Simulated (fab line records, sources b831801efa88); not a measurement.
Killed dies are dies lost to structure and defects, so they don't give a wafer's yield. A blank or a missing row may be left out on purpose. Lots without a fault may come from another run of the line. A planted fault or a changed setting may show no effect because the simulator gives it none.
fab line records | flow sky130 | part 1 of 2: steps 1 to 34 of 44
record lots=5 wafers=15 last_day=49
route steps=708 shown DNWELL@41 PWDE@45 NWELL@56 VT_ADJUST_HVTP@85
lots that met no fault: from a run of the same line without faults
start_h: hours from the record's first day to the start of the lot's first wafer shown | wait_h: hours since the lot's step before | " the same as in the row above | L1.1+2: a row that stands for several wafers | - no value, or no start given | * or withheld: withheld | < > ~ a bound
route shown NAME@n: a module of which the file shows steps, and the number in the route of the first | usual: mean/standard deviation of fault-free wafers | same: alike in all rows | chamber/n: place in a boat | sites: the reading at each site | _std_site: their standard deviation | _edge_site: outer sites' mean less inner sites' | radius_mm: how far each site lies from the wafer's centre | mask NAME#n: copy n | behind: the tool/chamber that last shaped the wafer | hold: why the lot was held/for how many hours/how that ended | device: the transistor (n, p or np) that didn't switch | end of line: the same wafers' tests at the end of the route | a step without rows: its recipe alone | killed: dies lost to structure and defects at the first sort, not the wafer's yield | map: a wafer's dies, x killed, . not, _ none there
set.NAME: the setting as run; set.NAME@STEP: as run at that earlier step | model.NAME: the simulator's own value behind a step, which no gauge read
lots at some steps of the route; a table a step, a row a wafer
services: from which hour (start_h, from the record's first day; less than 0 if before it) a tool's chamber was out of use, for how many hours, and why
## steps
# step SKY_DNWELL_DEVELOP_06
# recipe wall_angle_deg=90 developer=TMAH develop_time_s=60 dev_temp_c=23
# columns lot.wafer tool chamber start_h wait_h
L077.1+3+5 litho_track-04 0 - -
L078.2+3+4 litho_track-03 0 - -
L086.1+3+5 litho_track-03 0 - -
L091.1+4+5 litho_track-04 0 - -
L092.2+5+6 litho_track-02 0 - -
# step SKY_DNWELL_IMPLANT_07
# recipe species=P energy_kev=withheld dose_cm2=withheld tilt_deg=withheld
# columns lot.wafer tool chamber start_h wait_h
L077.1+3+5 implanter-02 0 68.77 -
L078.2+3+4 implanter-04 0 71.89 -
L086.1+3+5 implanter-02 0 117.21 -
L091.1+4+5 implanter-04 0 141.97 -
L092.2+5+6 implanter-01 0 146.76 -
# step SKY_DNWELL_STRIP_08
# recipe chemistry=O2/N2 power_w=1400 pressure_mtorr=1500 platen_temp_c=withheld o2_flow_sccm=3000 n2_flow_sccm=300 overash_fraction=0.5
# usual drypump_motor_current_A=5.8/0.41 n2_flow_sccm=299.8/0.88 oes_product_au=0.722/0.0043 strip_time_to_endpoint_s=36.89/0.11
# columns lot.wafer tool chamber start_h wait_h drypump_motor_current_A n2_flow_sccm oes_product_au rf_hours_counter_h strip_time_to_endpoint_s
L077.1 plasma_asher-01 0 68.92 0.1 6.1 300.6 0.722 26 36.75
L077.3 " 1 " " 5.2 297.9 0.717 - 36.86
L077.5 " 1 " " 5.2 297.4 0.721 - 36.79
L078.2 plasma_asher-03 1 72.01 0.1 6.3 298.1 0.721 39 36.87
L078.3 " 1 " " 6.3 299.0 0.724 - 36.88
L078.4 " 0 " " 5.2 298.8 0.715 - 36.90
L086.1 plasma_asher-01 0 117.36 0.1 6.1 299.3 0.719 31 36.90
L086.3 " 1 " " 5.2 300.8 0.719 - 37.05
L086.5 " 0 " " 6.1 299.4 0.725 - 37.03
L091.1 plasma_asher-04 1 142.12 0.1 5.7 300.2 0.719 46 37.07
L091.4 " 1 " " 5.7 298.8 0.723 - 36.93
L091.5 " 0 " " 5.9 299.1 0.721 - 36.89
L092.2 plasma_asher-04 1 146.88 0.1 5.8 299.8 0.717 47 36.85
L092.5 " 0 " " 5.9 298.4 0.719 - 36.82
L092.6 " 1 " " 5.8 299.7 0.720 - 36.66
# step SKY_DNWELL_TW_MEAS_09
# usual DNWELL_TW=1115/12
# columns lot.wafer tool chamber start_h wait_h DNWELL_TW
L077.1 film_metro-03 - 69.02 0.1 1129
L077.3 " - " " 1134
L077.5 " - " " 1131
L078.2 film_metro-03 - 72.12 0.1 1121
L078.3 " - " " 1121
L078.4 " - " " 1126
L086.1 film_metro-04 - 117.46 0.1 1106
L086.3 " - " " 1099
L086.5 " - " " 1104
L091.1 film_metro-04 - 142.22 0.1 1101
L091.4 " - " " 1093
L091.5 " - " " 1104
L092.2 film_metro-04 - 146.99 0.1 1104
L092.5 " - " " 1106
L092.6 " - " " 1099
# step SKY_PWDE_DEHYDRATE_00
# recipe temp_c=200 time_s=60
# columns lot.wafer tool chamber start_h wait_h
L077.1+3+5 litho_track-01 0 76.21 7.2
L078.2+3+4 litho_track-01 0 79.08 7.0
L086.1+3+5 litho_track-04 0 126.52 9.0
L091.1+4+5 litho_track-04 0 151.82 9.6
L092.2+5+6 litho_track-03 0 156.24 9.2
# step SKY_PWDE_HMDS_01
# recipe prime_time_s=60 prime_temp_c=120
# columns lot.wafer tool chamber start_h wait_h
L077.1+3+5 litho_track-01 0 76.36 0.1
L078.2+3+4 litho_track-01 0 79.23 0.1
L086.1+3+5 litho_track-04 0 126.67 0.1
L091.1+4+5 litho_track-04 0 151.97 0.1
L092.2+5+6 litho_track-03 0 156.39 0.1
# step SKY_PWDE_COAT_02
# recipe spin_rpm=2000 resist_thk_nm=3000
# usual dispense_pressure_kPa=45.9/2.6
# columns lot.wafer tool chamber start_h wait_h dispense_pressure_kPa
L077.1 litho_track-01 0 76.51 0.1 42.4
L077.3 " 0 " " 42.4
L077.5 " 0 " " 42.5
L078.2 litho_track-01 0 79.38 0.1 42.4
L078.3 " 0 " " 42.5
L078.4 " 0 " " 42.5
L086.1 litho_track-04 0 126.82 0.1 48.8
L086.3 " 0 " " 48.8
L086.5 " 0 " " 48.8
L091.1 litho_track-04 0 152.12 0.1 48.8
L091.4 " 0 " " 48.8
L091.5 " 0 " " 48.8
L092.2 litho_track-03 0 156.54 0.1 46.9
L092.5 " 0 " " 46.8
L092.6 " 0 " " 46.9
# step SKY_PWDE_SOFTBAKE_03
# recipe temp_c=110 time_s=withheld
# columns lot.wafer tool chamber start_h wait_h
L077.1+3+5 litho_track-01 0 76.66 0.1
L078.2+3+4 litho_track-01 0 79.54 0.1
L086.1+3+5 litho_track-04 0 126.97 0.1
L091.1+4+5 litho_track-04 0 152.27 0.1
L092.2+5+6 litho_track-03 0 156.69 0.1
# step SKY_PWDE_EXPOSE_04
# recipe mask_id=PWDEM na=0.6 source_shape=conventional sigma_outer=0.6 polarization=unpolarized target_cd_nm=840 dose_mj=214
# usual stage_vel_mm_s=499.95/0.24
# columns lot.wafer tool chamber start_h wait_h mask stage_vel_mm_s
L077.1 iline_stepper-02 0 - - PWDEM#0 500.06
L077.3 " 0 " " PWDEM#0 499.72
L077.5 " 0 " " PWDEM#0 499.90
L078.2 iline_stepper-01 0 - - PWDEM#0 499.64
L078.3 " 0 " " PWDEM#0 500.15
L078.4 " 0 " " PWDEM#0 499.94
L086.1 iline_stepper-02 0 - - PWDEM#0 500.12
L086.3 " 0 " " PWDEM#0 500.37
L086.5 " 0 " " PWDEM#0 500.22
L091.1 iline_stepper-01 0 - - PWDEM#0 499.90
L091.4 " 0 " " PWDEM#0 500.00
L091.5 " 0 " " PWDEM#0 500.16
L092.2 iline_stepper-02 0 - - PWDEM#0 500.32
L092.5 " 0 " " PWDEM#0 499.59
L092.6 " 0 " " PWDEM#0 500.24
# step SKY_PWDE_PEB_05
# recipe temp_c=115 time_s=withheld
# columns lot.wafer tool chamber start_h wait_h
L077.1+3+5 litho_track-01 0 - -
L078.2+3+4 litho_track-01 0 - -
L086.1+3+5 litho_track-01 0 - -
L091.1+4+5 litho_track-03 0 - -
L092.2+5+6 litho_track-01 0 - -
# step SKY_PWDE_DEVELOP_06
# recipe wall_angle_deg=90 developer=TMAH develop_time_s=60 dev_temp_c=23
# columns lot.wafer tool chamber start_h wait_h
L077.1+3+5 litho_track-01 0 - -
L078.2+3+4 litho_track-01 0 - -
L086.1+3+5 litho_track-01 0 - -
L091.1+4+5 litho_track-03 0 - -
L092.2+5+6 litho_track-01 0 - -
# step SKY_PWDE_OVL_MEAS_07
# usual PWDE_OVL=0.4/1.6
# columns lot.wafer tool chamber start_h wait_h PWDE_OVL[nm]
L077.1 overlay-02 - 84.56 - 1.0
L077.3 " - " " -1.5
L077.5 " - " " -2.1
L078.2 overlay-02 - 87.91 - 1.4
L078.3 " - " " 0.3
L078.4 " - " " 0.0
L086.1 overlay-01 - 136.01 - -3.0
L086.3 " - " " -3.1
L086.5 " - " " -1.0
L091.1 overlay-01 - 162.31 - 2.9
L091.4 " - " " 1.4
L091.5 " - " " 1.7
L092.2 overlay-01 - 166.61 - 0.3
L092.5 " - " " -0.5
L092.6 " - " " 3.2
# step SKY_PWDE_IMPLANT_08
# recipe species=B energy_kev=150 dose_cm2=3.6e+12 tilt_deg=withheld
# columns lot.wafer tool chamber start_h wait_h
L077.1+3+5 implanter-03 0 84.59 0.0
L078.2+3+4 implanter-04 0 87.97 0.0
L086.1+3+5 implanter-03 0 136.04 0.0
L091.1+4+5 implanter-04 0 162.35 0.0
L092.2+5+6 implanter-02 0 166.67 0.0
# step SKY_PWDE_STRIP_09
# recipe chemistry=O2/N2 power_w=1400 pressure_mtorr=1500 platen_temp_c=withheld o2_flow_sccm=3000 n2_flow_sccm=300 overash_fraction=0.5
# usual drypump_motor_current_A=5.7/0.57 n2_flow_sccm=300.1/0.89 oes_product_au=0.723/0.005 strip_time_to_endpoint_s=36.90/0.1
# columns lot.wafer tool chamber start_h wait_h drypump_motor_current_A n2_flow_sccm oes_product_au rf_hours_counter_h strip_time_to_endpoint_s
L077.1 plasma_asher-02 0 84.74 0.1 5.1 299.7 0.730 39 36.95
L077.3 " 1 " " 6.4 300.0 0.724 - 36.98
L077.5 " 0 " " 5.1 299.4 0.723 - 36.97
L078.2 plasma_asher-03 1 88.09 0.1 6.3 299.6 0.728 40 36.85
L078.3 " 1 " " 6.3 298.6 0.722 - 36.84
L078.4 " 0 " " 5.2 299.6 0.728 - 36.89
L086.1 plasma_asher-01 1 136.19 0.1 5.2 301.4 0.718 33 36.87
L086.3 " 0 " " 6.2 300.4 0.724 - 36.88
L086.5 " 1 " " 5.2 300.9 0.725 - 36.86
L091.1 plasma_asher-03 1 162.50 0.1 6.3 299.9 0.723 4 36.93
L091.4 " 1 " " 6.3 300.6 0.730 - 36.87
L091.5 " 1 " " 6.3 299.2 0.717 - 36.83
L092.2 plasma_asher-03 1 166.79 0.1 6.3 300.6 0.716 5 36.78
L092.5 " 0 " " 5.2 300.1 0.727 - 36.87
L092.6 " 1 " " 6.3 300.5 0.718 - 36.84
# step SKY_PWDE_TW_MEAS_10
# usual PWDE_TW=375/3.6
# columns lot.wafer tool chamber start_h wait_h PWDE_TW
L077.1 film_metro-02 - 84.84 0.1 373
L077.3 " - " " 375
L077.5 " - " " 374
L078.2 film_metro-02 - 88.20 0.1 373
L078.3 " - " " 375
L078.4 " - " " 373
L086.1 film_metro-04 - 136.29 0.1 368
L086.3 " - " " 371
L086.5 " - " " 372
L091.1 film_metro-02 - 162.60 0.1 375
L091.4 " - " " 372
L091.5 " - " " 373
L092.2 film_metro-03 - 166.90 0.1 380
L092.5 " - " " 379
L092.6 " - " " 379
# step SKY_NWELL_DEHYDRATE_03
# recipe temp_c=200 time_s=60
# columns lot.wafer tool chamber start_h wait_h
L077.1+3+5 litho_track-02 0 92.63 7.8
L078.2+3+4 litho_track-01 0 96.63 8.4
L086.1+3+5 litho_track-03 0 144.96 8.7
L091.1+4+5 litho_track-03 0 172.16 9.6
L092.2+5+6 litho_track-03 0 176.94 10.0
# step SKY_NWELL_HMDS_04
# recipe prime_time_s=60 prime_temp_c=120
# columns lot.wafer tool chamber start_h wait_h
L077.1+3+5 litho_track-02 0 92.78 0.1
L078.2+3+4 litho_track-01 0 96.78 0.1
L086.1+3+5 litho_track-03 0 145.11 0.1
L091.1+4+5 litho_track-03 0 172.31 0.1
L092.2+5+6 litho_track-03 0 177.09 0.1
# step SKY_NWELL_COAT_05
# recipe spin_rpm=2000 resist_thk_nm=3000
# usual dispense_pressure_kPa=47/3.9
# columns lot.wafer tool chamber start_h wait_h dispense_pressure_kPa
L077.1 litho_track-02 0 92.93 0.1 52
L077.3 " 0 " " 52
L077.5 " 0 " " 52
L078.2 litho_track-01 0 96.93 0.1 42
L078.3 " 0 " " 42
L078.4 " 0 " " 42
L086.1 litho_track-03 0 145.26 0.1 47
L086.3 " 0 " " 47
L086.5 " 0 " " 47
L091.1 litho_track-03 0 172.46 0.1 47
L091.4 " 0 " " 47
L091.5 " 0 " " 47
L092.2 litho_track-03 0 177.24 0.1 47
L092.5 " 0 " " 47
L092.6 " 0 " " 47
# step SKY_NWELL_SOFTBAKE_06
# recipe temp_c=110 time_s=withheld
# columns lot.wafer tool chamber start_h wait_h
L077.1+3+5 litho_track-02 0 93.08 0.1
L078.2+3+4 litho_track-01 0 97.09 0.1
L086.1+3+5 litho_track-03 0 145.41 0.1
L091.1+4+5 litho_track-03 0 172.61 0.1
L092.2+5+6 litho_track-03 0 177.39 0.1
# step SKY_NWELL_EXPOSE_07
# recipe mask_id=NWM na=0.6 source_shape=conventional sigma_outer=0.6 polarization=unpolarized target_cd_nm=840 dose_mj=255
# usual stage_vel_mm_s=500.03/0.24
# columns lot.wafer tool chamber start_h wait_h mask stage_vel_mm_s
L077.1 iline_stepper-01 0 - - NWM#0 500.08
L077.3 " 0 " " NWM#0 500.28
L077.5 " 0 " " NWM#0 500.15
L078.2 iline_stepper-02 0 - - NWM#0 500.65
L078.3 " 0 " " NWM#0 500.16
L078.4 " 0 " " NWM#0 499.94
L086.1 iline_stepper-01 0 - - NWM#0 499.56
L086.3 " 0 " " NWM#0 499.55
L086.5 " 0 " " NWM#0 499.75
L091.1 iline_stepper-02 0 - - NWM#0 499.88
L091.4 " 0 " " NWM#0 499.68
L091.5 " 0 " " NWM#0 499.75
L092.2 iline_stepper-01 0 - - NWM#0 500.41
L092.5 " 0 " " NWM#0 500.15
L092.6 " 0 " " NWM#0 500.26
# step SKY_NWELL_PEB_08
# recipe temp_c=115 time_s=withheld
# columns lot.wafer tool chamber start_h wait_h
L077.1+3+5 litho_track-02 0 - -
L078.2+3+4 litho_track-02 0 - -
L086.1+3+5 litho_track-03 0 - -
L091.1+4+5 litho_track-01 0 - -
L092.2+5+6 litho_track-02 0 - -
# step SKY_NWELL_DEVELOP_09
# recipe wall_angle_deg=90 developer=TMAH develop_time_s=60 dev_temp_c=23
# columns lot.wafer tool chamber start_h wait_h
L077.1+3+5 litho_track-02 0 - -
L078.2+3+4 litho_track-02 0 - -
L086.1+3+5 litho_track-03 0 - -
L091.1+4+5 litho_track-01 0 - -
L092.2+5+6 litho_track-02 0 - -
# step SKY_NWELL_OVL_MEAS_10
# usual NWELL_00_OVL=0.8/1.5
# columns lot.wafer tool chamber start_h wait_h NWELL_00_OVL[nm]
L077.1 overlay-01 - 102.08 - -1.4
L077.3 " - " " -2.4
L077.5 " - " " -2.7
L078.2 overlay-02 - 105.94 - 3.1
L078.3 " - " " 1.6
L078.4 " - " " 0.8
L086.1 overlay-02 - 155.56 - 3.1
L086.3 " - " " 1.2
L086.5 " - " " -0.2
L091.1 overlay-01 - 182.61 - 3.0
L091.4 " - " " 3.2
L091.5 " - " " 2.0
L092.2 overlay-01 - 187.34 - 1.7
L092.5 " - " " 0.8
L092.6 " - " " 0.4
# step SKY_NWELL_IMPLANT_11
# recipe species=P energy_kev=400 dose_cm2=1.9e+13 tilt_deg=withheld
# columns lot.wafer tool chamber start_h wait_h
L077.1+3+5 implanter-01 0 102.12 0.0
L078.2+3+4 implanter-02 0 105.99 0.0
L086.1+3+5 implanter-01 0 155.60 0.0
L091.1+4+5 implanter-02 0 182.64 0.0
L092.2+5+6 implanter-02 0 187.39 0.0
# step SKY_NWELL_IMPLANT_12
# recipe species=P energy_kev=120 dose_cm2=1.3e+12 tilt_deg=withheld
# columns lot.wafer tool chamber start_h wait_h
L077.1+3+5 implanter-01 0 102.27 0.1
L078.2+3+4 implanter-02 0 106.14 0.1
L086.1+3+5 implanter-01 0 155.75 0.1
L091.1+4+5 implanter-02 0 182.79 0.1
L092.2+5+6 implanter-02 0 187.54 0.1
# step SKY_NWELL_IMPLANT_13
# recipe species=P energy_kev=50 dose_cm2=7e+11 tilt_deg=withheld
# columns lot.wafer tool chamber start_h wait_h
L077.1+3+5 implanter-01 0 102.42 0.1
L078.2+3+4 implanter-02 0 106.29 0.1
L086.1+3+5 implanter-01 0 155.90 0.1
L091.1+4+5 implanter-02 0 182.94 0.1
L092.2+5+6 implanter-02 0 187.69 0.1
# step SKY_NWELL_STRIP_14
# recipe chemistry=O2/N2 power_w=1400 pressure_mtorr=1500 platen_temp_c=withheld o2_flow_sccm=3000 n2_flow_sccm=300 overash_fraction=0.5
# usual drypump_motor_current_A=5.7/0.47 n2_flow_sccm=300.1/0.87 oes_product_au=0.722/0.0045 strip_time_to_endpoint_s=36.92/0.1
# columns lot.wafer tool chamber start_h wait_h drypump_motor_current_A n2_flow_sccm oes_product_au rf_hours_counter_h strip_time_to_endpoint_s
L077.1 plasma_asher-01 0 102.57 0.1 6.1 298.9 0.721 29 36.94
L077.3 " 0 " " 6.1 299.4 0.726 - 36.84
L077.5 " 1 " " 5.2 300.7 0.728 - 36.87
L078.2 plasma_asher-04 1 106.42 0.1 5.7 299.9 0.720 42 36.94
L078.3 " 0 " " 5.9 299.6 0.721 - 37.00
L078.4 " 1 " " 5.7 299.2 0.722 - 36.89
L086.1 plasma_asher-02 1 156.05 0.1 6.4 301.6 0.722 45 36.95
L086.3 " 0 " " 5.1 298.6 0.715 - 36.92
L086.5 " 1 " " 6.4 300.8 0.718 - 36.93
L091.1 plasma_asher-04 1 183.09 0.1 5.7 301.3 0.721 51 36.88
L091.4 " 1 " " 5.7 301.3 0.732 - 36.83
L091.5 " 0 " " 5.9 300.9 0.718 - 36.93
L092.2 plasma_asher-02 0 187.82 0.1 5.1 300.3 0.718 47 36.96
L092.5 " 1 " " 6.4 301.0 0.720 - 36.99
L092.6 " 0 " " 5.1 301.0 0.719 - 36.97
# step SKY_NWELL_TW_MEAS_15
# usual NWELL_TW=1812/17
# columns lot.wafer tool chamber start_h wait_h NWELL_TW
L077.1 film_metro-02 - 102.67 0.1 1810
L077.3 " - " " 1826
L077.5 " - " " 1820
L078.2 film_metro-03 - 106.53 0.1 1839
L078.3 " - " " 1842
L078.4 " - " " 1841
L086.1 film_metro-04 - 156.15 0.1 1804
L086.3 " - " " 1803
L086.5 " - " " 1802
L091.1 film_metro-04 - 183.19 0.1 1803
L091.4 " - " " 1794
L091.5 " - " " 1793
L092.2 film_metro-02 - 187.93 0.1 1815
L092.5 " - " " 1813
L092.6 " - " " 1809
# step SKY_NWELL_DEHYDRATE_16
# recipe temp_c=200 time_s=60
# columns lot.wafer tool chamber start_h wait_h
L077.1+3+5 litho_track-03 0 111.16 8.5
L078.2+3+4 litho_track-02 0 115.01 8.5
L086.1+3+5 litho_track-03 0 165.16 9.0
L091.1+4+5 litho_track-01 0 192.61 9.4
L092.2+5+6 litho_track-01 0 197.33 9.4
# step SKY_NWELL_HMDS_17
# recipe prime_time_s=60 prime_temp_c=120
# columns lot.wafer tool chamber start_h wait_h
L077.1+3+5 litho_track-03 0 111.31 0.1
L078.2+3+4 litho_track-02 0 115.16 0.1
L086.1+3+5 litho_track-03 0 165.31 0.1
L091.1+4+5 litho_track-01 0 192.76 0.1
L092.2+5+6 litho_track-01 0 197.48 0.1
# step SKY_NWELL_COAT_18
# recipe spin_rpm=2000 resist_thk_nm=3000
# usual dispense_pressure_kPa=48/4.3
# columns lot.wafer tool chamber start_h wait_h dispense_pressure_kPa
L077.1 litho_track-03 0 111.46 0.1 47
L077.3 " 0 " " 47
L077.5 " 0 " " 47
L078.2 litho_track-02 0 115.31 0.1 52
L078.3 " 0 " " 52
L078.4 " 0 " " 52
L086.1 litho_track-03 0 165.46 0.1 47
L086.3 " 0 " " 47
L086.5 " 0 " " 47
L091.1 litho_track-01 0 192.91 0.1 42
L091.4 " 0 " " 42
L091.5 " 0 " " 42
L092.2 litho_track-01 0 197.63 0.1 43
L092.5 " 0 " " 42
L092.6 " 0 " " 42
# step SKY_NWELL_SOFTBAKE_19
# recipe temp_c=110 time_s=withheld
# columns lot.wafer tool chamber start_h wait_h
L077.1+3+5 litho_track-03 0 111.61 0.1
L078.2+3+4 litho_track-02 0 115.46 0.1
L086.1+3+5 litho_track-03 0 165.61 0.1
L091.1+4+5 litho_track-01 0 193.06 0.1
L092.2+5+6 litho_track-01 0 197.79 0.1
# step SKY_NWELL_EXPOSE_20
# recipe mask_id=NWM_COMPLEMENT na=0.6 source_shape=conventional sigma_outer=0.6 polarization=unpolarized target_cd_nm=840 dose_mj=260
# usual stage_vel_mm_s=500.03/0.21
# columns lot.wafer tool chamber start_h wait_h mask stage_vel_mm_s
L077.1 iline_stepper-02 0 - - NWM_COMPLEMENT#0 500.11
L077.3 " 0 " " NWM_COMPLEMENT#0 500.40
L077.5 " 0 " " NWM_COMPLEMENT#0 500.18
L078.2 iline_stepper-02 0 - - NWM_COMPLEMENT#0 500.14
L078.3 " 0 " " NWM_COMPLEMENT#0 500.16
L078.4 " 0 " " NWM_COMPLEMENT#0 500.01
L086.1 iline_stepper-02 0 - - NWM_COMPLEMENT#0 500.01
L086.3 " 0 " " NWM_COMPLEMENT#0 499.78
L086.5 " 0 " " NWM_COMPLEMENT#0 500.18
L091.1 iline_stepper-01 0 - - NWM_COMPLEMENT#0 500.50
L091.4 " 0 " " NWM_COMPLEMENT#0 500.49
L091.5 " 0 " " NWM_COMPLEMENT#0 500.14
L092.2 iline_stepper-01 0 - - NWM_COMPLEMENT#0 499.93
L092.5 " 0 " " NWM_COMPLEMENT#0 499.75
L092.6 " 0 " " NWM_COMPLEMENT#0 499.86
# step SKY_NWELL_PEB_21
# recipe temp_c=115 time_s=withheld
# columns lot.wafer tool chamber start_h wait_h
L077.1+3+5 litho_track-03 0 - -
L078.2+3+4 litho_track-03 0 - -
L086.1+3+5 litho_track-03 0 - -
L091.1+4+5 litho_track-02 0 - -
L092.2+5+6 litho_track-01 0 - -
